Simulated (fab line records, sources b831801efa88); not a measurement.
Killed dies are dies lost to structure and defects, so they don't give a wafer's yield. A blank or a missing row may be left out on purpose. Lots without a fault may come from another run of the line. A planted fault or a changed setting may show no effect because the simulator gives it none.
Which tool did it? | flow sky130 | 13 lots, 39 wafers sampled, at 3 steps of a route of 708

WHAT THE GAUGES READ, wafer by wafer
SKY_LI_CONTACT_THK_MEAS_23: measures by xrf. Usual: LI_CONTACT_W_THK 409 nm, standard deviation 6.1.
lot  | measured     | on            | LI_CONTACT_W_THK (nm) | flag
L219 | day 29 02:35 | film_metro-03 | 405 407 400           |
L220 | day 29 08:21 | film_metro-04 | 417 413 416           |
L222 | day 30 12:36 | film_metro-04 | 412 421 413           |
L224 | day 31 01:55 | film_metro-04 | 411 414 415           |
L225 | day 31 13:33 | film_metro-04 | 415 406 410           |
L227 | day 32 02:59 | film_metro-04 | 406 410 408           |
L232 | day 33 11:44 | film_metro-01 | 401 408 405           |
L234 | day 34 04:35 | film_metro-03 | 398 408 412           |
L235 | day 34 05:36 | film_metro-03 | 399 399 411           |
L239 | day 35 16:38 | film_metro-04 | 403 410 408           |
L240 | day 35 23:46 | film_metro-04 | 409 415 411           |
L241 | day 36 07:37 | film_metro-04 | 408 409 403           |
L242 | day 36 12:47 | film_metro-04 | 405 409 414           |

SKY_CONTACT_THK_MEAS_26: measures by xrf. Usual: CONTACT_W_THK 341 nm, standard deviation 5.9.
lot  | measured     | on            | CONTACT_W_THK (nm) | flag
L219 | day 31 14:01 | film_metro-02 | 341 342 343        |
L220 | day 31 18:33 | film_metro-01 | 335 336 333        |
L222 | day 32 22:20 | film_metro-01 | 338 337 331        |
L224 | day 33 11:16 | film_metro-02 | 346 350 352        |
L225 | day 33 22:45 | film_metro-02 | 350 347 352        |
L227 | day 34 11:03 | film_metro-01 | 338 340 341        |
L232 | day 35 18:57 | film_metro-02 | 335 340 334        |
L234 | day 36 11:35 | film_metro-01 | 335 342 335        |
L235 | day 36 13:08 | film_metro-01 | 334 334 335        |
L239 | day 37 23:32 | film_metro-02 | 347 348 343        |
L240 | day 38 05:52 | film_metro-02 | 349 346 344        |
L241 | day 38 14:41 | film_metro-02 | 344 343 349        |
L242 | day 38 19:33 | film_metro-01 | 339 345 341        |

WHICH TOOL RAN EACH LOT (tool, then ch and the chambers of the sampled wafers, then the start)
lot  | SKY_NWELL_IMPLANT_12
L219 | implanter-03 ch 0, day 4 16:31
L220 | implanter-02 ch 0, day 4 17:39
L222 | implanter-01 ch 0, day 5 08:50
L224 | implanter-01 ch 0, day 5 19:23
L225 | implanter-03 ch 0, day 6 01:40
L227 | implanter-02 ch 0, day 6 12:52
L232 | implanter-02 ch 0, day 7 17:38
L234 | implanter-03 ch 0, day 8 05:13
L235 | implanter-02 ch 0, day 8 08:59
L239 | implanter-01 ch 0, day 9 11:10
L240 | implanter-01 ch 0, day 9 15:40
L241 | implanter-03 ch 0, day 9 21:41
L242 | implanter-01 ch 0, day 10 04:40
- SKY_NWELL_IMPLANT_12

WHAT THE TOOLS THEMSELVES READ (means of the sampled wafers that have a number; where no wafer has one, the mark that the record gives instead)
SKY_NWELL_IMPLANT_12. Usual: beam_energy_keV 120.00, standard deviation 0.034.
lot  | tool         | beam_energy_keV | flag
L219 | implanter-03 | 119.99          |
L220 | implanter-02 | 120.01          |
L222 | implanter-01 | 120.00          |
L224 | implanter-01 | 119.99          |
L225 | implanter-03 | 120.00          |
L227 | implanter-02 | 120.00          |
L232 | implanter-02 | 105.78          | OFF
L234 | implanter-03 | 119.99          |
L235 | implanter-02 | 105.71          | OFF
L239 | implanter-01 | 120.05          |
L240 | implanter-01 | 120.02          |
L241 | implanter-03 | 120.00          |
L242 | implanter-01 | 119.97          |

THE ANSWER, worked out from the rows above alone
Rule: a lot is off if the mean of its wafers that have a number lies more than 3 standard deviations from the usual mean. A lot without any number at a reading at which 4 lots or more have one is off too. The other lots that the step has rows for count as sound. The gauges are gone through in route order, then the tools' own readings, and for those a lot's mean is taken as printed above. The first step at which some lot is off is used, and at that step the reading that is off furthest; a lot without a number counts as furthest.
Off: L232, L235, at SKY_NWELL_IMPLANT_12 (beam_energy_keV).
A tool fits if, at that step or a process step before it, it ran every lot that is off, and no sound lot after the first of them. One fits: implanter-02 at SKY_NWELL_IMPLANT_12. Its last sound lot is L227 (day 6 12:52), its first lot that is off L232 (day 7 17:38): a fault that began between those two fits.
The tool's own readings at SKY_NWELL_IMPLANT_12 bear it out: on the lots that are off they differ by more than 5 times the standard deviation of the sound lots' means. beam_energy_keV reads 105.75 there against 120.00 on the sound lots.

WHAT THE SIMULATOR HAD PUT IN
Process parameter drift: implanter-02, from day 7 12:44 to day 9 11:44, at SKY_NWELL_IMPLANT_12. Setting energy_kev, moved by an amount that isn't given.
Lots struck among those shown: L232, L235. The rule above found the same.
